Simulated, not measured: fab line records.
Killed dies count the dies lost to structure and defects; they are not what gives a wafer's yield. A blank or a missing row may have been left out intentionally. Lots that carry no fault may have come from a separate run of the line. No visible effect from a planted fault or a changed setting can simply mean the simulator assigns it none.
A lot that was struck, set against a sound lot    flow sky130    16 out of 708 route steps
Sound: wafers L908.2, L908.4, L908.5. Struck: wafer L919.3 (L919.2, L919.4, from the same lot, were not struck and are left out); the cause is given at the end.
Each step with rows lists, per side, the tool, then ch with its chambers, then its first start. Under that, the readings that differ: sound wafers    struck wafers    difference of the means    sigmas: that difference in standard deviations of wafers without a fault.
alike: readings with means less than 2 such deviations apart, plus words and numbers identical on both sides. not compared: withheld readings, readings lacking a value on some wafer, bounds such as >300 that could conceal the same value, and numbers that have no deviation in the record and whose values overlap.
A row with sigmas, a row that says differs or no value, or rows on one side alone: a step with any of these is where the two part. Numbers that don't overlap but have no deviation are shown without sigmas and don't part them. A reading missing from all wafers of one side parts the sides only when that side holds two or more wafers.

first, 2 steps without rows for these wafers: SKY_LOCAL_INTERCONNECT_PEB_09; SKY_LOCAL_INTERCONNECT_DEVELOP_10 (develop time 60 s).
SKY_LOCAL_INTERCONNECT_CD_MEAS_11: target cd 170 nm.
  sound: cd-sem-01 at day 30 12:41; struck: cd-sem-01 at day 34 09:29
  alike: cd-nm
SKY_LOCAL_INTERCONNECT_OVL_MEAS_12:
  sound: overlay-02 at day 30 12:47; struck: overlay-01 at day 34 09:35
  alike: LOCAL_INTERCONNECT_OVL
SKY_LOCAL_INTERCONNECT_ETCH_13: etches BARC in N2/H2, stops on SiO2, time 45.9 s, target depth 60 nm.
  sound on rie-metal-03 ch 0, day 30 12:49; struck on rie-metal-02 ch 0, day 34 09:37
  alike: drypump-motor-current-A, n2-flow-sccm, oes-product-au, throttle-valve-pct
  not compared: rf-hours-counter-h
SKY_LOCAL_INTERCONNECT_METAL_ETCH_14: etches TiN in Cl2/BCl3, stops on PSG, target depth 110 nm, time 31.4 s.
  sound on rie-metal-03 ch 0, day 30 12:53; struck on rie-metal-02 ch 0, day 34 09:41
  alike: drypump-motor-current-A, oes-product-au, throttle-valve-pct
  not compared: rf-hours-counter-h
SKY_LOCAL_INTERCONNECT_STRIP_15: strips in O2/N2.
  sound on plasma-asher-01 ch 0,1, day 30 12:56; struck on plasma-asher-01 ch 0, day 34 09:44
reading                       sound              struck  difference  sigmas
strip-time-to-endpoint-s (s)  4.732 4.748 4.748  4.697   -0.046      -3
  alike: drypump-motor-current-A, n2-flow-sccm, oes-product-au
  not compared: rf-hours-counter-h
then, 3 steps without rows for these wafers: SKY_LOCAL_INTERCONNECT_STRIP_16 (strips in post etch residue remover, time 1200 s); SKY_LOCAL_INTERCONNECT_CLEAN_17 (cleans in IPA, time 180 s); SKY_LOCAL_INTERCONNECT_CLEAN_18 (cleans in O3/DIW).
SKY_CONTACT_CVD_00: deposits Si3N4, target thk 75 nm.
  sound on pecvd-03 ch 0,2, day 30 13:32; struck on pecvd-01 ch 2, day 34 10:19
  alike: heater-power-w
SKY_CONTACT_THK_MEAS_01:
  sound: film-metro-02 at day 30 13:34; struck: film-metro-01 at day 34 10:22
  alike: CONTACT_CVD_00_THK
SKY_CONTACT_HDPCVD_02: deposits SiO2, target thk 565 nm, time 94.2 s.
  sound on hdpcvd-02 ch 0,1,2, day 30 13:37; struck on hdpcvd-01 ch 2, day 34 10:25
reading                                      sound              struck  difference  sigmas
run-length-s (s)                             121.8 122.1 121.1  120.0   -1.7        -3
model.SiO2_of_CONTACT_HDPCVD_02.thk-nm (nm)  577.8 565.4 574.5  538.2   -34.4       
SKY_CONTACT_THK_MEAS_03:
  sound: film-metro-04 at day 30 13:42; struck: film-metro-02 at day 34 10:29
reading                  sound        struck  difference  sigmas
CONTACT_HDPCVD_THK (nm)  578 566 574  538     -35         -6
SKY_CONTACT_CMP_04: polishes SiO2.
  sound on cmp-01 ch 1,3, day 30 13:48; struck on cmp-01 ch 0, day 34 10:32
reading                 sound     struck  difference  sigmas
time-to-endpoint-s (s)  86 82 85  71      -13         -3
  alike: motor-current-A, slurry-filter-dp-kPa
-- the record jumps here: 15 days lie between the struck wafers' starts before and after (it left off in module CONTACT and takes up again in module PAD_OPEN, whose first step shown is number 708 of the route) --
SKY_PAD_OPEN_PROBE_99:
  sound: prober-01 at day 46 04:44; struck: prober-02 at day 49 08:05
  alike: killed_at_M0_to_M3, killed_at_M4_up, killed-at-contacts, killed-at-front-end, killed-at-other, killed-dies, killed-open, killed-short

WHERE THEY PART
Last at SKY_CONTACT_CMP_04 as far as this record goes, first at SKY_LOCAL_INTERCONNECT_STRIP_15. Later steps at which nothing parts them and some readings are alike: SKY_PAD_OPEN_PROBE_99.

WHY: what had been put in by the simulator
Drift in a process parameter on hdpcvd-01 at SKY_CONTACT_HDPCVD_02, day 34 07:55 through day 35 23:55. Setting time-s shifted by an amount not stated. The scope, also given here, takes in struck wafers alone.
